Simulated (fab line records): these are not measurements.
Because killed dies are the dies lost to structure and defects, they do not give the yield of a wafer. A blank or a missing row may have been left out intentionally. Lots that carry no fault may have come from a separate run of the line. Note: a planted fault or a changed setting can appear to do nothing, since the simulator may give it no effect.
Struck lot and sound lot, side by side -- flow sky130 -- 14 out of 708 route steps
Sound: the wafers L901.3, L901.4, L901.5. The struck wafers were L905.1, L905.4, L905.6. Last of all comes the cause.
Per side, at each step with rows, come the tool, then ch with its chambers, and then its first start. Under that, the readings that differ: sound wafers -- struck wafers -- difference of the means -- sigmas: that difference in standard deviations of wafers without a fault.
alike: readings whose means differ by less than 2 such deviations, and words and numbers that are the same on both sides. not compared: withheld readings, readings that some wafer has no value for, bounds like >300 that may hide the same value, and numbers for which the record gives no deviation and whose values overlap.
Wherever a step has rows on one side only, a row that says differs or no value, or a row with sigmas, the two part there. When numbers do not overlap yet have no deviation, they are printed without sigmas and do not part them. A reading missing from all wafers of one side parts the sides only when that side holds two or more wafers.

SKY_METAL3_SPUTTER_04: material TiN, target thk 70 nm, time 58.3 s.
  sound: pvd-sputter-01 at day 40 05:01; struck: pvd-sputter-02 at day 41 12:28
  alike: chamber-pressure-pa, throttle-valve-pct
SKY_CAPM_CVD_00: deposits SiO2, target thk 15.5 nm.
  sound on pecvd-02 ch 0,2, day 40 05:04; struck on pecvd-03 ch 0,1,2, day 41 12:31
  alike: heater-power-w
SKY_CAPM_THK_MEAS_01:
  sound: film-metro-01 at day 40 05:06; struck: film-metro-04 at day 41 12:32
  alike: CAPM_CVD_00_THK
SKY_CAPM_SPUTTER_02: material TiN, target thk 200 nm, time 166.7 s.
  sound: pvd-sputter-03 at day 40 05:08; struck: pvd-sputter-03 at day 41 12:35
  alike: chamber-pressure-pa, throttle-valve-pct
SKY_CAPM_RS_MEAS_03: measurement is done with a four-point probe.
  sound: film-metro-04 at day 40 05:17; struck: film-metro-01 at day 41 12:42
  alike: CAPM_TIN_RS
SKY_CAPM_THK_MEAS_04: measures by xrf.
  sound: film-metro-04 at day 40 05:23; struck: film-metro-01 at day 41 12:49
  alike: CAPM_TIN_THK
then, 6 steps without rows for these wafers: SKY_CAPM_DEHYDRATE_05 (time 60 s); SKY_CAPM_HMDS_06 (prime time 60 s); SKY_CAPM_COAT_07 (resist thk 1140 nm); SKY_CAPM_SOFTBAKE_08 (time 60 s); SKY_CAPM_EXPOSE_09 (exposes mask CAPM, target cd 1000 nm); SKY_CAPM_PEB_10.
SKY_CAPM_DEVELOP_11: develop time 60 s.
  sound on litho-track-01 ch 0, day 41 04:59; struck on litho-track-02, day 42 12:08
  no value came back on the struck wafers for chill-plate-temp-C (C), develop-time-s (s); on the sound wafers chill-plate-temp-C (C) reads 22.85 23.00 22.97
SKY_CAPM_OVL_MEAS_12:
  sound: overlay-01 at day 41 05:06; struck: overlay-01 at day 42 12:17
reading,sound,struck,difference,sigmas
CAPM_OVL (nm),1.6 0.9 0.7,- - -,no value on the struck wafers,

WHERE THEY PART
Earliest at SKY_CAPM_DEVELOP_11; latest, in this record, at SKY_CAPM_OVL_MEAS_12.

WHY: whatever the simulator had introduced
Beginning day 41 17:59, the whole step at SKY_CAPM_DEVELOP_11 was skipped on litho-track-02. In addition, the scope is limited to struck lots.
